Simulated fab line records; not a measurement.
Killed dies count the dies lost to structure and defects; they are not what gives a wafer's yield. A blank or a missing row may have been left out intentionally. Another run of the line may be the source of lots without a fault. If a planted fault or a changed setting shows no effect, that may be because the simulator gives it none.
What tool caused it?    flow gf180mcu    Sampling: 6 lots, 18 wafers, 2 of 602 route steps

WHAT THE GAUGES SHOWED, per wafer
GF_SAB_THK_MEAS_01.
lot   measured      on             SAB_CVD_00_THK (nm)
L970  day 14 23:25  film-metro-03  49.3 50.6 50.0
L972  day 15 16:47  film-metro-04  50.1 48.8 50.2
L974  day 16 08:48  film-metro-04  50.1 50.3 50.9
L977  day 17 10:01  film-metro-04  49.9 50.4 50.1
L980  day 18 15:33  film-metro-03  49.2 49.8 49.8
L985  day 20 03:40  film-metro-02  49.4 50.6 50.1

TOOL THAT RAN EACH LOT (tool first, then ch and the chambers of the sampled wafers, then the start)
lot   GF_SAB_CVD_00
L970  pecvd-03 ch 0,1,2, day 14 23:23
L972  pecvd-04 ch 0,1, day 15 16:46
L974  pecvd-03 ch 0,1,2, day 16 08:46
L977  pecvd-01 ch 0,1,2, day 17 09:59
L980  pecvd-03 ch 0,2, day 18 15:32
L985  pecvd-01 ch 0,1, day 20 03:38
- GF_SAB_CVD_00: deposits SiO2 from TEOS, target thk 50 nm, time 4.9302 s.

THE ANSWER, worked out from the rows above alone
Rule: the lots themselves supply what counts as usual. The widest of any qualifying gaps counts: lots, ordered by their means at a reading, are off when they make up no more than a third of the lots, leave a main group of 4 or more, and stand apart from it by 3 or more times the standard deviation of that group's means. Not used: any main group whose means are identical at the precision the tables above print for the reading. A lot without any number at a reading at which 4 lots or more have one is off too. All remaining lots with rows at the step are treated as sound.
No lot is off on any of the readings shown, so nothing can be concluded from this.

WHAT THE SIMULATOR HAD INSERTED
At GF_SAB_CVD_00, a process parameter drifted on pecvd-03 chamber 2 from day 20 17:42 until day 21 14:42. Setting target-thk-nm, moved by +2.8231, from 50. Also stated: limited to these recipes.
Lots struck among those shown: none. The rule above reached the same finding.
